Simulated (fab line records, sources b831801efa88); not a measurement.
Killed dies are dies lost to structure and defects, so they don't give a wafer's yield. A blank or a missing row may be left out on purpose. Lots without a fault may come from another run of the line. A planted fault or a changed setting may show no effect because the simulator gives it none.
fab line records | flow sfq_line
record lots=6 wafers=18 last_day=80
route steps=325 shown I0@53 M1@58
lots that met no fault: from a run of the same line without faults
start_h: hours from the record's first day to the start of the lot's first wafer shown | wait_h: hours since the lot's step before | " the same as in the row above | L1.1+2: a row that stands for several wafers | - no value, or no start given | * or withheld: withheld | < > ~ a bound
route shown NAME@n: a module of which the file shows steps, and the number in the route of the first | usual: mean/standard deviation of fault-free wafers | same: alike in all rows | chamber/n: place in a boat | sites: the reading at each site | _std_site: their standard deviation | _edge_site: outer sites' mean less inner sites' | radius_mm: how far each site lies from the wafer's centre | mask NAME#n: copy n | behind: the tool/chamber that last shaped the wafer | hold: why the lot was held/for how many hours/how that ended | device: the transistor (n, p or np) that didn't switch | end of line: the same wafers' tests at the end of the route | a step without rows: its recipe alone | killed: dies lost to structure and defects at the first sort, not the wafer's yield | map: a wafer's dies, x killed, . not, _ none there
set.NAME: the setting as run; set.NAME@STEP: as run at that earlier step | model.NAME: the simulator's own value behind a step, which no gauge read
lots at some steps of the route; a table a step, a row a wafer
services: from which hour (start_h, from the record's first day; less than 0 if before it) a tool's chamber was out of use, for how many hours, and why
## steps
# step SFQ_I0_OVL_MEAS_908
# usual I0_OVL=2/6.3
# columns lot.wafer tool chamber start_h wait_h I0_OVL[nm]
L899.1 overlay-01 - 349.16 0.1 -13
L899.3 " - " " -6
L899.5 " - " " -2
L906.1 overlay-02 - 560.75 0.1 4
L906.2 " - " " 9
L906.5 " - " " 7
L907.1 overlay-02 - 570.35 0.1 3
L907.4 " - " " 3
L907.5 " - " " 2
L911.2 overlay-02 - 598.08 0.1 10
L911.4 " - " " 9
L911.6 " - " " 7
L915.4 overlay-01 - 659.34 0.1 12
L915.5 " - " " -2
L915.6 " - " " 5
L916.1 overlay-02 - 668.92 0.1 0
L916.2 " - " " 5
L916.5 " - " " 3
# step SFQ_TRILAYER_I0_VIA_BARC_OPEN_VIA_ETCH_046
# recipe mask_material=PR chemistry=O2 target_depth_nm=125 target=BARC source_w=500 bias_w=80 pressure_mtorr=30 time_s=41.7
# usual drypump_motor_current_A=5.8/0.43 oes_product_au=0.685/0.0044 rf_fwd_power_W=494.9/2.5
# columns lot.wafer tool chamber start_h wait_h drypump_motor_current_A oes_product_au rf_fwd_power_W rf_hours_counter_h
L899.1 rie_diel-01 0 349.19 0.0 6.6 0.685 495.7 97
L899.3 " 3 " " 6.0 0.688 494.2 9
L899.5 " 2 " " 5.6 0.681 490.1 -
L906.1 rie_diel-01 1 560.79 0.0 6.2 0.679 496.7 17
L906.2 " 2 " " 5.7 0.691 491.8 33
L906.5 " 2 " " 5.7 0.689 489.1 -
L907.1 rie_diel-02 0 570.39 0.0 5.3 0.694 493.4 11
L907.4 " 1 " " 5.5 0.690 494.5 85
L907.5 " 0 " " 5.3 0.696 493.6 -
L911.2 rie_diel-01 3 598.11 0.0 6.0 0.686 495.6 12
L911.4 " 0 " " 6.6 0.684 497.1 1
L911.6 " 2 " " 5.6 0.687 490.4 -
L915.4 rie_diel-02 0 659.36 0.0 5.3 0.685 490.7 12
L915.5 " 1 " " 5.6 0.682 495.9 -
L915.6 " 2 " " 6.1 0.694 495.9 -
L916.1 rie_diel-03 3 668.96 0.0 5.5 0.685 494.7 5
L916.2 " 2 " " 5.1 0.689 496.1 6
L916.5 " 2 " " 5.1 0.680 496.4 -
# step SFQ_TRILAYER_I0_VIA_ETCH_VIA_ETCH_034
# recipe target=SiO2 stop_on=Nb mask_material=PR taper_deg=20 chemistry=CHF3 target_depth_nm=260 source_w=500 bias_w=80 pressure_mtorr=30 time_s=withheld
# usual drypump_motor_current_A=5.8/0.43 oes_product_au=0.855/0.0052 rf_fwd_power_W=498.0/1.8
# columns lot.wafer tool chamber start_h wait_h drypump_motor_current_A oes_product_au rf_fwd_power_W
L899.1 rie_diel-01 0 349.23 0.0 6.5 0.854 498.0
L899.3 " 3 " " 6.1 0.856 498.8
L899.5 " 2 " " 5.6 0.859 495.6
L906.1 rie_diel-01 1 560.83 0.0 6.2 0.847 496.9
L906.2 " 2 " " 5.6 0.852 495.1
L906.5 " 2 " " 5.6 0.849 494.8
L907.1 rie_diel-02 0 570.43 0.0 5.3 0.851 497.8
L907.4 " 1 " " 5.5 0.848 498.3
L907.5 " 0 " " 5.3 0.857 494.6
L911.2 rie_diel-01 3 598.15 0.0 6.0 0.856 496.0
L911.4 " 0 " " 6.6 0.860 499.6
L911.6 " 2 " " 5.7 0.861 496.3
L915.4 rie_diel-02 0 659.40 0.0 5.2 0.846 497.0
L915.5 " 1 " " 5.5 0.848 496.4
L915.6 " 2 " " 6.1 0.855 496.1
L916.1 rie_diel-03 3 669.00 0.0 5.5 0.856 497.9
L916.2 " 2 " " 5.1 0.848 501.7
L916.5 " 2 " " 5.1 0.862 498.2
# step SFQ_TRILAYER_I0_VIA_STRIP_STRIP_035
# recipe gas=O2 power_w=200 platen_temp_c=40 overash_fraction=0.65 chemistry=O2 pressure_mtorr=50
# usual drypump_motor_current_A=6.0/0.45 oes_product_au=1.002/0.01
# columns lot.wafer tool chamber start_h wait_h drypump_motor_current_A oes_product_au rf_hours_counter_h
L899.1 rie_metal-01 1 349.35 - 6.3 1.002 89
L899.3 " 1 " " 6.3 1.004 -
L899.5 " 0 " " 5.3 1.016 -
L906.1 rie_metal-01 1 560.94 - 6.3 1.010 114
L906.2 " 0 " " 5.3 1.003 133
L906.5 " 0 " " 5.3 0.999 -
L907.1 rie_metal-01 0 570.54 - 5.3 1.004 135
L907.4 " 0 " " 5.3 1.003 -
L907.5 " 0 " " 5.3 1.001 -
L911.2 rie_metal-02 1 598.26 - 6.3 1.017 5
L911.4 " 1 " " 6.3 1.015 -
L911.6 " 1 " " 6.3 1.021 -
L915.4 rie_metal-03 1 659.71 - 6.2 0.990 -
L915.5 " 1 " " 6.1 0.988 -
L915.6 " 0 " " 5.5 1.015 -
L916.1 rie_metal-01 1 669.11 - 6.3 1.003 127
L916.2 " 0 " " 5.3 1.027 147
L916.5 " 0 " " 5.3 1.011 -
# step SFQ_TRILAYER_I0_VIA_STRIP_SOLV_CLEAN_036
# recipe chemistry=NMP temp_c=70 time_s=600
# step SFQ_TRILAYER_M1_DEP_PRE_CLEAN_038
# recipe gas=Ar time_s=22.5 bias_v=250
# step SFQ_TRILAYER_M1_DEP_SPUTTER_037
# recipe material=Nb base_pressure_pa=1.33e-06 chamber_pressure_pa=0.1333 substrate_temp_c=20 resputter_cathode_voltage_v=400 target_thk_nm=200 power_w=2000 time_s=133.3
# usual throttle_valve_pct=29.5/0.57
# columns lot.wafer tool chamber start_h wait_h throttle_valve_pct
L899.1 pvd_sputter-05 - 350.15 0.0 29.5
L899.3 " - " " 29.2
L899.5 " - " " 28.8
L906.1 pvd_sputter-06 - 561.74 0.0 29.4
L906.2 " - " " 29.6
L906.5 " - " " 29.6
L907.1 pvd_sputter-06 - 571.34 0.0 28.8
L907.4 " - " " 29.3
L907.5 " - " " 30.6
L911.2 pvd_sputter-03 - 599.07 0.0 29.1
L911.4 " - " " 29.5
L911.6 " - " " 29.1
L915.4 pvd_sputter-05 - 660.31 0.0 29.2
L915.5 " - " " 29.2
L915.6 " - " " 28.9
L916.1 pvd_sputter-05 - 669.91 0.0 29.7
L916.2 " - " " 29.1
L916.5 " - " " 28.7
# step SFQ_M1_RS_MEAS_909
# recipe thk_meas_gauge=four-point-probe reads=Nb_of_TRILAYER_M1_DEP_SPUTTER_037
# usual M1_NB_RS=0.887/0.011
# columns lot.wafer tool chamber start_h wait_h M1_NB_RS[ohm/sq]
L899.1 film_metro-04 - 350.24 0.0 0.888
L899.3 " - " " 0.878
L899.5 " - " " 0.886
L906.1 film_metro-02 - 561.83 0.0 0.910
L906.2 " - " " 0.902
L906.5 " - " " 0.907
L907.1 film_metro-04 - 571.43 0.0 0.874
L907.4 " - " " 0.876
L907.5 " - " " 0.882
L911.2 film_metro-04 - 599.18 0.1 0.887
L911.4 " - " " 0.900
L911.6 " - " " 0.889
L915.4 film_metro-02 - 660.46 0.1 0.881
L915.5 " - " " 0.879
L915.6 " - " " 0.885
L916.1 film_metro-02 - 670.00 0.0 0.891
L916.2 " - " " 0.882
L916.5 " - " " 0.886
# step SFQ_TRILAYER_M1_LITHO_COAT_044
# recipe resist=BARC spin_rpm=3000 resist_thk_nm=62
# step SFQ_TRILAYER_M1_LITHO_COAT_039
# recipe resist=KrF spin_rpm=3000 resist_thk_nm=600
# step SFQ_TRILAYER_M1_LITHO_SOFTBAKE_043
# recipe temp_c=withheld time_s=withheld resist=KrF
# step SFQ_TRILAYER_M1_LITHO_EXPOSE_040
# recipe mask_id=M1 na=0.6 source_shape=conventional sigma_outer=0.65 target_cd_nm=500 dose_mj=14.4
# usual exposure_dose_mJ_cm2=14.396/0.013 focus_offset_nm=0.0/0.53
# columns lot.wafer tool chamber start_h wait_h mask exposure_dose_mJ_cm2 focus_offset_nm
L899.1 krf_scanner-02 0 496.72 - M1#0 14.404 -0.5
L899.3 " 0 " " M1#0 14.394 -1.0
L899.5 " 0 " " M1#0 14.393 -0.4
L906.1 krf_scanner-02 - 562.76 - M1#0 - -
L906.2 " - " " M1#0 - -
L906.5 " - " " M1#0 - -
L907.1 krf_scanner-02 - 572.36 - M1#0 - -
L907.4 " - " " M1#0 - -
L907.5 " - " " M1#0 - -
L911.2 krf_scanner-01 0 756.55 - M1#0 14.394 0.5
L911.4 " 0 " " M1#0 14.379 0.1
L911.6 " 0 " " M1#0 14.410 0.1
L915.4 krf_scanner-01 0 814.62 - M1#0 14.391 0.8
L915.5 " 0 " " M1#0 14.421 0.5
L915.6 " 0 " " M1#0 14.394 0.3
L916.1 krf_scanner-02 0 825.98 - M1#0 14.403 0.0
L916.2 " 0 " " M1#0 14.379 0.2
L916.5 " 0 " " M1#0 14.391 0.9
# step SFQ_TRILAYER_M1_LITHO_PEB_042
# recipe peb_temp_c=115 peb_time_s=60 resist=KrF
## services
# columns tool chamber start_h hours kind
krf_scanner-02 - 328.93 4.4 pm
krf_scanner-02 - 350.96 1.0 pm
krf_scanner-02 - 391.90 1.3 pm
rie_diel-02 0 393.74 1.8 repair
krf_scanner-02 - 420.76 2.5 repair
rie_diel-01 2 427.32 7.7 repair
rie_diel-01 3 442.46 4.9 repair
krf_scanner-02 - 447.35 0.8 pm
krf_scanner-02 - 462.67 6.6 repair
rie_diel-02 0 464.43 9.5 repair
krf_scanner-02 - 473.44 1.7 repair
krf_scanner-02 - 520.72 1.0 pm
rie_diel-02 1 555.89 6.7 repair
krf_scanner-02 - 567.43 1.3 pm
rie_diel-02 1 588.21 17.0 repair
rie_diel-01 3 606.85 7.2 repair
rie_diel-02 3 612.83 6.9 repair
krf_scanner-02 - 616.97 0.8 pm
rie_diel-02 0 617.50 14.8 repair
krf_scanner-02 - 620.57 6.7 repair
rie_diel-02 0 632.39 7.7 repair
krf_scanner-02 - 689.02 1.0 pm
rie_diel-02 3 737.24 5.4 repair
krf_scanner-02 - 743.33 1.3 pm
## key
first_sign step=SFQ_TRILAYER_M1_LITHO_EXPOSE_040 reading=tool_record direction=missing
effect none on later readings
met_at SFQ_TRILAYER_M1_LITHO_EXPOSE_040
struck_wafers L906.1,L906.2,L906.5,L907.1,L907.4,L907.5
onset_between 496.72 562.76
fault kind=skipped_step_whole tool=krf_scanner-02 chamber=- onset_h=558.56 steps=SFQ_TRILAYER_M1_LITHO_EXPOSE_040 scope=struck_lots_only
